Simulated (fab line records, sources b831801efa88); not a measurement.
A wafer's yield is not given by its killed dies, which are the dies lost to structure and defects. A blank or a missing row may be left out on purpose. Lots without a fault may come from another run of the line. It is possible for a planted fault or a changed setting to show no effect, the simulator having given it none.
Comparing a struck lot with a sound one :: flow sky130 :: 15 out of 708 route steps
Sound: wafers L947.1, L947.3, L947.5. The struck wafers were L957.1, L957.3, L957.4. The cause is named last.
Each step with rows lists, per side, the tool, then ch with its chambers, then its first start. Under that, the readings that differ: sound wafers :: struck wafers :: difference of the means :: sigmas: that difference in standard deviations of wafers without a fault.
alike: words and numbers the same on both sides, and readings whose means are apart by under 2 such deviations; not compared: readings that were withheld, readings missing a value for some wafer, numbers with overlapping values and no deviation given by the record, and bounds like >300 which may hide the same value.
A row with sigmas, a row that says differs or no value, or rows on one side alone: a step with any of these is where the two part. Non-overlapping numbers with no deviation appear without sigmas and do not part them. A reading missing from all wafers of one side parts the sides only when that side holds two or more wafers.

SKY_POLY_GATE_THK_MEAS_01:
  sound on film_metro-03, day 14 13:32; struck on film_metro-02, day 18 03:44
  alike: POLY_GATE_CVD_00_THK
then, 8 steps without rows for these wafers: SKY_RES_PROTECT_DEHYDRATE_00 (time 60 s); SKY_RES_PROTECT_HMDS_01 (prime time 60 s); SKY_RES_PROTECT_COAT_02 (resist thk 1140 nm); SKY_RES_PROTECT_SOFTBAKE_03 (time 60 s); SKY_RES_PROTECT_EXPOSE_04 (exposes mask RPM, target cd 1270 nm); SKY_RES_PROTECT_PEB_05; SKY_RES_PROTECT_DEVELOP_06 (develop time 60 s); SKY_POLY_GATE_IMPLANT_02.
SKY_RES_PROTECT_STRIP_07: strips in O2/N2.
  sound on plasma_asher-02 ch 0,1, day 15 16:22; struck on plasma_asher-02 ch 0,1, day 19 10:56
  alike: drypump_motor_current_A, oes_product_au, strip_time_to_endpoint_s
  not compared: rf_hours_counter_h
SKY_RES_PROTECT_TW_MEAS_08:
  sound on film_metro-01, day 15 16:28; struck on film_metro-01, day 19 11:02
  alike: POLY_GATE_TW
then, 1 step without rows for these wafers: SKY_RES_PROTECT_CLEAN_09 (cleans in SC1/SC2, time 150 s).
SKY_POLY_GATE_CVD_03: deposits Si3N4 from DCS/NH3, target thk 75 nm, time 1290 s.
  sound on lpcvd-02 ch 0, day 15 18:18; struck on lpcvd-02 ch 0, day 19 11:08
reading: model.Si3N4_of_POLY_GATE_CVD_03.thk_nm (nm)
sound: 75.92 75.91 76.35
struck: 108.1 107.7 108.5
difference: +32.0
sigmas: 
  alike: spike_tc_top_C, zone_power_centre_pct
SKY_POLY_GATE_THK_MEAS_04:
  sound on film_metro-01, day 15 20:20; struck on film_metro-01, day 19 12:44
reading: POLY_GATE_CVD_03_THK (nm)
sound: 75.9 75.9 76.4
struck: 108.2 107.7 108.5
difference: +32.1
sigmas: +55
  not compared: hold
SKY_PAD_OPEN_PROBE_99:
  the record holds rows for the sound wafers here (prober-02, day 46 03:30) but none for the struck ones

WHERE THEY PART
At SKY_POLY_GATE_THK_MEAS_04 first; at SKY_PAD_OPEN_PROBE_99 last (within this record only).

WHY: whatever the simulator had introduced
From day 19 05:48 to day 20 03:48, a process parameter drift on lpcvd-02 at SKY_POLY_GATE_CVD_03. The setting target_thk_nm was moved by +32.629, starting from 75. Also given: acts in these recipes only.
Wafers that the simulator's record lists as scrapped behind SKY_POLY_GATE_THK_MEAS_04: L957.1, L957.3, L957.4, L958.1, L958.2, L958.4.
